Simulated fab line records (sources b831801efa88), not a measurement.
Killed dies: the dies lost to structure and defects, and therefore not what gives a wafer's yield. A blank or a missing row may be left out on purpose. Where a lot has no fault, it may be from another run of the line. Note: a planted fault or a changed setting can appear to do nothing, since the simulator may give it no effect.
Which tool did it? -- flow sky130 -- Sampling: 24 lots, 72 wafers, 6 of 708 route steps

WHAT EACH GAUGE READ, for each wafer
SKY_VIA1_RS_MEAS_22: uses a four-point probe to measure. Usual: VIA1_W_RS 0.436 ohm/sq, standard deviation 0.0047.
lot,measured,on,VIA1_W_RS (ohm/sq),flag
L074,day 33 15:01,film-metro-02,0.433 0.432 0.431,
L075,day 34 09:38,film-metro-01,0.437 0.440 0.439,
L076,day 34 11:05,film-metro-04,0.438 0.438 0.445,
L077,day 34 15:43,film-metro-01,0.428 0.425 0.426,
L078,day 34 23:19,film-metro-02,0.436 0.438 0.434,
L079,day 35 13:34,film-metro-01,0.440 0.429 0.439,
L080,day 36 00:49,film-metro-01,0.431 0.434 0.440,
L081,day 36 09:19,film-metro-01,0.438 0.440 0.440,
L082,day 36 18:22,film-metro-04,0.438 0.431 0.435,
L084,day 37 02:23,film-metro-01,0.437 0.439 0.440,
L083,day 37 04:01,film-metro-04,0.443 0.442 0.440,
L085,day 37 15:40,film-metro-01,0.436 0.434 0.432,
L086,day 37 22:13,film-metro-01,0.436 0.437 0.441,
L087,day 38 06:05,film-metro-04,0.442 0.437 0.439,
L089,day 38 14:00,film-metro-01,0.438 0.434 0.440,
L088,day 38 14:43,film-metro-02,0.440 0.438 0.430,
L090,day 38 22:54,film-metro-04,0.441 0.440 0.441,
L091,day 39 03:01,film-metro-04,0.436 0.432 0.439,
L092,day 39 16:01,film-metro-04,0.439 0.435 0.439,
L093,day 39 19:23,film-metro-02,0.435 0.441 0.431,
L094,day 40 01:56,film-metro-02,0.442 0.436 0.439,
L095,day 40 08:11,film-metro-04,0.435 0.437 0.440,
L096,day 40 12:17,film-metro-04,0.438 0.442 0.437,
L097,day 40 16:49,film-metro-04,0.424 0.428 0.429,

SKY_VIA1_THK_MEAS_23: measures by xrf. Usual: VIA1_W_THK 264 nm, standard deviation 3.4.
lot,measured,on,VIA1_W_THK (nm),flag
L074,day 33 15:07,film-metro-02,261 263 262,
L075,day 34 09:44,film-metro-01,264 262 262,
L076,day 34 11:11,film-metro-04,263 263 257,
L077,day 34 15:50,film-metro-01,268 273 271,
L078,day 34 23:26,film-metro-02,262 260 263,
L079,day 35 13:40,film-metro-01,263 270 263,
L080,day 36 00:55,film-metro-01,270 268 265,
L081,day 36 09:25,film-metro-01,265 266 266,
L082,day 36 18:28,film-metro-04,259 265 261,
L084,day 37 02:30,film-metro-01,265 265 264,
L083,day 37 04:08,film-metro-04,260 260 261,
L085,day 37 15:47,film-metro-01,266 266 268,
L086,day 37 22:20,film-metro-01,266 265 263,
L087,day 38 06:12,film-metro-04,261 263 262,
L089,day 38 14:07,film-metro-01,264 264 261,
L088,day 38 14:49,film-metro-02,258 258 264,
L090,day 38 23:01,film-metro-04,259 260 262,
L091,day 39 03:08,film-metro-04,264 268 263,
L092,day 39 16:08,film-metro-04,264 265 262,
L093,day 39 19:31,film-metro-02,261 258 265,
L094,day 40 02:03,film-metro-02,260 261 259,
L095,day 40 08:19,film-metro-04,264 262 261,
L096,day 40 12:24,film-metro-04,262 260 261,
L097,day 40 16:55,film-metro-04,270 268 268,

SKY_VIA3_CD_MEAS_12 targets a cd of 200 nm. Usual: cd-nm at 200.3 nm, with a standard deviation of 1.1.
lot,measured,on,cd-nm (nm),flag
L074,day 39 06:25,cd-sem-01,201.4 200.3 202.3,
L075,day 40 01:47,cd-sem-01,199.9 200.0 201.6,
L076,day 40 03:23,cd-sem-01,200.7 203.0 202.1,
L077,day 40 06:46,cd-sem-01,200.7 199.6 200.3,
L078,day 40 12:56,cd-sem-01,202.2 201.6 201.4,
L079,day 41 02:42,cd-sem-02,200.7 199.4 201.7,
L080,day 41 13:20,cd-sem-02,199.9 199.1 200.0,
L081,day 41 20:59,cd-sem-02,202.1 202.8 202.5,
L082,day 42 05:53,cd-sem-02,201.7 201.6 200.9,
L084,day 42 13:01,cd-sem-01,197.9 197.9 198.9,
L083,day 42 14:43,cd-sem-02,200.1 200.3 199.9,
L085,day 42 23:19,cd-sem-02,201.1 199.4 199.0,
L086,day 43 07:14,cd-sem-02,199.6 200.3 200.5,
L087,day 43 12:46,cd-sem-02,198.7 199.4 198.0,
L089,day 43 19:37,cd-sem-01,200.3 200.1 199.9,
L088,day 43 21:37,cd-sem-02,200.8 199.9 200.3,
L090,day 44 06:07,cd-sem-02,199.7 200.4 199.9,
L091,day 44 09:05,cd-sem-01,200.5 200.3 199.5,
L092,day 44 20:11,cd-sem-01,198.9 199.7 200.2,
L093,day 44 22:22,cd-sem-01,199.7 199.3 200.5,
L094,day 45 05:52,cd-sem-01,199.3 199.1 199.6,
L095,day 45 09:34,cd-sem-01,201.0 200.0 199.6,
L096,day 45 12:55,cd-sem-01,200.1 201.5 200.2,
L097,day 45 16:38,cd-sem-02,201.2 199.8 201.9,

SKY_VIA3_THK_MEAS_23: measures by xrf. Usual: VIA3_W_THK 387 nm, standard deviation 5.4.
lot,measured,on,VIA3_W_THK (nm),flag
L074,day 39 07:35,film-metro-04,395 400 393,
L075,day 40 03:02,film-metro-02,385 383 385,
L076,day 40 04:31,film-metro-02,384 386 381,
L077,day 40 07:58,film-metro-02,384 388 388,
L078,day 40 14:05,film-metro-02,380 389 385,
L079,day 41 03:50,film-metro-01,389 393 392,
L080,day 41 14:35,film-metro-04,386 383 388,
L081,day 41 22:34,film-metro-01,391 390 387,
L082,day 42 07:02,film-metro-04,396 390 389,
L084,day 42 14:17,film-metro-04,388 392 394,
L083,day 42 15:55,film-metro-04,387 386 384,
L085,day 43 00:28,film-metro-02,382 383 389,
L086,day 43 08:24,film-metro-04,390 390 389,
L087,day 43 14:01,film-metro-01,397 390 388,
L089,day 43 20:47,film-metro-01,391 382 391,
L088,day 43 22:49,film-metro-02,391 389 393,
L090,day 44 07:38,film-metro-02,378 377 372,
L091,day 44 10:19,film-metro-04,394 392 387,
L092,day 44 21:45,film-metro-02,383 371 381,
L093,day 44 23:55,film-metro-04,400 393 397,
L094,day 45 07:02,film-metro-01,386 388 391,
L095,day 45 10:44,film-metro-01,387 389 390,
L096,day 45 14:07,film-metro-04,386 381 384,
L097,day 45 17:46,film-metro-02,386 380 386,

WHICH TOOL RAN EACH LOT (tool, then ch and the chambers of the sampled wafers, then the start)
lot,SKY_VIA1_CMP_24,SKY_VIA2_CMP_24
L074,"cmp-01 ch 1,3, day 33 15:13","cmp-02 ch 1,2,3, day 35 23:10"
L075,"cmp-01 ch 1,2, day 34 10:14","cmp-02 ch 0,1,2, day 36 17:41"
L076,"cmp-02 ch 0,1, day 34 11:26","cmp-02 ch 1,3, day 36 20:01"
L077,"cmp-02 ch 0,2, day 34 15:57","cmp-02 ch 1,2, day 36 23:32"
L078,"cmp-02 ch 0,1,3, day 34 23:29","cmp-02 ch 0,1,2, day 37 06:40"
L079,"cmp-01 ch 0,2, day 35 13:42","cmp-01 ch 2,3, day 37 20:29"
L080,"cmp-01 ch 1,3, day 36 00:58","cmp-02 ch 1,2, day 38 07:43"
L081,"cmp-01 ch 0,1,2, day 36 09:28","cmp-01 ch 1,2,3, day 38 15:46"
L082,"cmp-02 ch 0,1,3, day 36 18:41","cmp-01 ch 0,1,2, day 39 01:17"
L084,"cmp-02 ch 0,1,3, day 37 02:34","cmp-01 ch 0,2,3, day 39 08:26"
L083,"cmp-02 ch 1,2,3, day 37 04:18","cmp-01 ch 0,1,2, day 39 11:01"
L085,"cmp-01 ch 0,1,3, day 37 15:51","cmp-02 ch 0,2,3, day 39 21:11"
L086,"cmp-02 ch 0,1,3, day 37 22:33","cmp-01 ch 0,1,3, day 40 05:13"
L087,"cmp-02 ch 1,2,3, day 38 06:22","cmp-01 ch 0,1, day 40 11:00"
L089,"cmp-02 ch 2,3, day 38 14:14","cmp-01 ch 1,2,3, day 40 19:10"
L088,"cmp-02 ch 0,3, day 38 14:51","cmp-01 ch 2,3, day 40 20:19"
L090,"cmp-01 ch 0,3, day 38 23:08","cmp-01 ch 0,1,2, day 41 05:25"
L091,"cmp-01 ch 0,1, day 39 03:20","cmp-02 ch 1,2,3, day 41 08:13"
L092,"cmp-02 ch 0,2, day 39 16:11","cmp-02 ch 0,1,3, day 41 20:03"
L093,"cmp-02 ch 0,2,3, day 39 19:34","cmp-01 ch 0,2,3, day 41 23:22"
L094,"cmp-01 ch 0,1,2, day 40 02:10","cmp-01 ch 0,1,2, day 42 06:29"
L095,"cmp-01 ch 1,3, day 40 08:25","cmp-01 ch 1,3, day 42 11:50"
L096,"cmp-02 ch 0,1,3, day 40 12:31","cmp-02 ch 0,1, day 42 15:39"
L097,"cmp-02 ch 1,2,3, day 40 17:07","cmp-01 ch 1,2,3, day 42 19:37"
- SKY_VIA1_CMP_24: polishes, stops on SiO2, t overpolish 15 s, target thk 0 nm.
- SKY_VIA2_CMP_24: polishes, stops on SiO2, t overpolish 20 s, target thk 0 nm.

WHAT THE TOOLS THEMSELVES READ (means of the sampled wafers that have a number; where no wafer has one, the mark that the record gives instead)
SKY_VIA1_CMP_24. Usual: motor-current-A 11.4 A, standard deviation 0.84; overpolish-run-s 14.999 s, standard deviation 0.0091; time-to-endpoint-s 64.7 s, standard deviation 2.5.
lot,tool,motor-current-A (A),overpolish-run-s (s),time-to-endpoint-s (s),flag
L074,cmp-01,11.3,15.003,65.9,
L075,cmp-01,11.9,14.998,63.7,
L076,cmp-02,10.7,14.997,64.0,
L077,cmp-02,11.3,15.004,67.8,
L078,cmp-02,11.2,14.995,65.2,
L079,cmp-01,11.3,14.991,61.9,
L080,cmp-01,11.8,14.998,63.3,
L081,cmp-01,11.6,15.000,60.7,
L082,cmp-02,11.6,14.998,65.5,
L084,cmp-02,11.0,15.003,65.2,
L083,cmp-02,11.1,15.001,67.2,
L085,cmp-01,11.5,15.005,64.6,
L086,cmp-02,11.4,14.998,63.9,
L087,cmp-02,10.9,14.995,64.6,
L089,cmp-02,12.0,14.994,66.3,
L088,cmp-02,11.9,15.000,65.8,
L090,cmp-01,11.7,14.997,63.2,
L091,cmp-01,12.7,15.006,61.1,
L092,cmp-02,11.2,14.993,65.3,
L093,cmp-02,11.2,15.005,67.6,
L094,cmp-01,11.8,15.007,62.2,
L095,cmp-01,11.8,15.003,62.1,
L096,cmp-02,11.3,15.007,66.6,
L097,cmp-02,11.0,14.999,66.7,

SKY_VIA2_CMP_24. Usual: motor-current-A 11.4 A, standard deviation 0.8; overpolish-run-s 19.999 s, standard deviation 0.0099; time-to-endpoint-s 101 s, standard deviation 3.5.
lot,tool,motor-current-A (A),overpolish-run-s (s),time-to-endpoint-s (s),flag
L074,cmp-02,11.2,20.007,103,
L075,cmp-02,10.5,20.006,105,
L076,cmp-02,11.4,19.998,102,
L077,cmp-02,10.7,19.989,106,
L078,cmp-02,10.8,20.001,103,
L079,cmp-01,11.2,20.005,97,
L080,cmp-02,10.4,19.993,106,
L081,cmp-01,11.2,19.989,99,
L082,cmp-01,12.2,19.998,97,
L084,cmp-01,11.3,20.005,102,
L083,cmp-01,11.7,20.000,100,
L085,cmp-02,11.6,20.003,100,
L086,cmp-01,11.7,20.005,97,
L087,cmp-01,12.1,20.001,103,
L089,cmp-01,11.2,20.005,102,
L088,cmp-01,10.9,20.001,102,
L090,cmp-01,11.6,20.001,101,
L091,cmp-02,11.6,20.004,99,
L092,cmp-02,11.2,20.003,100,
L093,cmp-01,11.3,19.999,97,
L094,cmp-01,11.9,19.998,104,
L095,cmp-01,10.8,20.000,98,
L096,cmp-02,10.7,20.002,99,
L097,cmp-01,11.2,19.997,94,

THE ANSWER, worked out from the rows above alone
Rule: take the mean of a lot's wafers that have a number; if it is more than 3 standard deviations from the usual mean, the lot is off. A lot without any number at a reading at which 4 lots or more have one is off too. Where the step has rows for the other lots, those lots are counted as sound. First the gauges in route order, then the tools' own readings, where a lot's mean is used as printed above. The first step at which some lot is off is used, and at that step the reading that is off furthest; a lot without a number counts as furthest.
No lot is off at any reading shown: from this, nothing can be told.

WHAT THE SIMULATOR HAD PUT IN
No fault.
